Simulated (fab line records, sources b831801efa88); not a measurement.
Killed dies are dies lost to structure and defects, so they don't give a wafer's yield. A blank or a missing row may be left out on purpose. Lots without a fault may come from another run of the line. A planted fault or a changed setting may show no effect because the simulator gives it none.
Tool commonality check | flow gf180mcu | 14 lots, 42 wafers sampled

WHY IT WAS OPENED
At GF_POLY_GATE_THK_MEAS_01 the reading POLY_GATE_CVD_00_THK is flagged on 3 of 14 lots. Wafers without a fault read 200.4 nm, standard deviation 1.9.
Rule: a lot is flagged when every wafer of it that has a number lies more than 4 standard deviations from that mean, or none has a number. The other lots count as sound.

lot  | measured     | on            | POLY_GATE_CVD_00_THK (nm), wafer by wafer | flag
L335 | day 8 12:33  | film_metro-01 | 200.8 201.9 200.8                         |
L336 | day 8 14:34  | film_metro-03 | 200.8 201.9 201.2                         |
L337 | day 9 04:12  | film_metro-03 | 196.7 196.5 196.1                         |
L339 | day 9 21:46  | film_metro-04 | 199.7 202.0 200.3                         |
L341 | day 10 09:38 | film_metro-04 | 204.3 204.1 203.1                         |
L343 | day 10 23:26 | film_metro-04 | 199.7 200.8 200.8                         |
L342 | day 11 00:59 | film_metro-03 | 198.0 197.1 197.9                         |
L346 | day 11 16:49 | film_metro-03 | 200.1 199.9 198.1                         |
L347 | day 11 22:14 | film_metro-04 | 200.9 201.5 201.0                         |
L349 | day 12 17:24 | film_metro-03 | 219.4 218.9 220.6                         | FLAGGED
L350 | day 13 02:38 | film_metro-04 | 217.4 217.2 216.9                         | FLAGGED
L352 | day 13 12:25 | film_metro-03 | 223.3 222.2 223.9                         | FLAGGED
L354 | day 14 01:17 | film_metro-03 | 201.5 199.3 201.4                         |
L357 | day 14 20:55 | film_metro-01 | 202.7 202.3 202.7                         |
The numbers of the flagged lots are 220.0 nm on average: +19.6 nm against the usual, or +10 standard deviations.

WHICH TOOL RAN EACH LOT
The record holds 1 process step before the reading, out of a route of 602 steps. In each cell: the tool, then ch and the chambers that the sampled wafers went through, then the start.
lot  | flag    | GF_POLY_GATE_CVD_00
L335 |         | lpcvd-02 ch 1, day 8 11:12
L336 |         | lpcvd-02 ch 0, day 8 13:14
L337 |         | lpcvd-02 ch 0, day 9 02:52
L339 |         | lpcvd-02 ch 0, day 9 20:26
L341 |         | lpcvd-01 ch 1, day 10 08:17
L343 |         | lpcvd-01 ch 0, day 10 22:05
L342 |         | lpcvd-02 ch 1, day 10 23:38
L346 |         | lpcvd-02 ch 0, day 11 15:29
L347 |         | lpcvd-01 ch 0, day 11 20:53
L349 | FLAGGED | lpcvd-02 ch 1, day 12 16:04
L350 | FLAGGED | lpcvd-02 ch 1, day 13 00:38
L352 | FLAGGED | lpcvd-02 ch 1, day 13 10:25
L354 |         | lpcvd-01 ch 1, day 13 23:57
L357 |         | lpcvd-01 ch 1, day 14 19:35
What these steps do:
- GF_POLY_GATE_CVD_00: deposits poly-Si, target thk 200 nm, time 1200 s.
- GF_POLY_GATE_THK_MEAS_01

FLAGGED OVER TOTAL, TOOL BY TOOL (the gauges that took the reading come last)
step                     | tool          | lots run | flagged | share of the flagged lots | sound lots run after its first flagged lot
GF_POLY_GATE_CVD_00      | lpcvd-01      | 5        | 0       | none                      | -
GF_POLY_GATE_CVD_00      | lpcvd-02      | 9        | 3       | all                       | 0
GF_POLY_GATE_THK_MEAS_01 | film_metro-01 | 2        | 0       | none                      | -
GF_POLY_GATE_THK_MEAS_01 | film_metro-03 | 7        | 2       | some                      | 1 (L354)
GF_POLY_GATE_THK_MEAS_01 | film_metro-04 | 5        | 1       | some                      | 0

WHAT THE TABLE ALLOWS
1 row of the table ran every flagged lot: lpcvd-02 at GF_POLY_GATE_CVD_00.
- lpcvd-02 at GF_POLY_GATE_CVD_00: 3 of its 9 lots flagged. Its last sound lot is L346 (day 11 15:29), its first flagged lot L349 (day 12 16:04): a fault that began between those two fits. Its own readings lie more than 4 standard deviations out on every wafer of the flagged lots: pressure_mtorr.
One tool is left: lpcvd-02 at GF_POLY_GATE_CVD_00.

WHAT THE SIMULATOR HAD PUT IN
Process parameter drift: lpcvd-02, from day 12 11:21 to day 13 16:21, at GF_POLY_GATE_CVD_00. Setting pressure_mtorr, moved by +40, from 200. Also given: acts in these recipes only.
Lots struck among those shown: L349, L350, L352. The rule above found the same.
